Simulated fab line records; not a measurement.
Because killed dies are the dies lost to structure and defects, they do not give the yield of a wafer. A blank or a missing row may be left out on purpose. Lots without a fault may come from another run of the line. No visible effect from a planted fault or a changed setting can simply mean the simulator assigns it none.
Which tool was responsible? ; flow gf180mcu ; 35 wafers sampled from 12 lots at 1 step of a route of 602

WHAT THE GAUGES SHOWED, per wafer
GF_V4_OVL_MEAS_15. Usual: V4_OVL gives 2 nm (standard deviation 4.7).
lot;measured;on;V4_OVL (nm);flag
L591;day 24 19:23;overlay-01;-7 2 -1;
L595;day 25 17:37;overlay-01;6 -6;
L596;day 25 22:58;overlay-02;4 1 1;
L605;day 29 08:23;overlay-01;3 2 3;
L606;day 29 08:44;overlay-01;-1 2 -3;
L607;day 29 15:56;overlay-02;2 1 -3;
L609;day 30 01:35;overlay-01;3 -5 -3;
L608;day 30 02:54;overlay-02;-4 0 -3;
L610;day 30 06:18;overlay-01;0 1 -5;
L611;day 30 14:29;overlay-01;0 0 1;
L612;day 30 16:00;overlay-01;9 0 4;
L613;day 31 03:27;overlay-01;-1 9 6;

TOOL THAT RAN EACH LOT (tool first, then ch and the chambers of the sampled wafers, then the start)
The record holds no process step before these readings.

WHAT THE TOOLS THEMSELVES READ (means of the sampled wafers that have a number; where no wafer has one, the mark that the record gives instead)
The record holds no such reading with a usual standard deviation.

THE ANSWER, worked out from the rows above alone
Rule: a lot is off if the mean of its wafers that have a number lies more than 3 standard deviations from the usual mean. Also off: a lot with no number at a reading for which 4 or more lots have one. All remaining lots with rows at the step are treated as sound. Order of review: gauges by route order, followed by the tools' own readings, for which a lot's mean as printed above is used. The first step at which some lot is off is used, and at that step the reading that is off furthest; a lot without a number counts as furthest.
No lot is off on any of the readings shown, so nothing can be concluded from this.

WHAT THE SIMULATOR HAD INSERTED
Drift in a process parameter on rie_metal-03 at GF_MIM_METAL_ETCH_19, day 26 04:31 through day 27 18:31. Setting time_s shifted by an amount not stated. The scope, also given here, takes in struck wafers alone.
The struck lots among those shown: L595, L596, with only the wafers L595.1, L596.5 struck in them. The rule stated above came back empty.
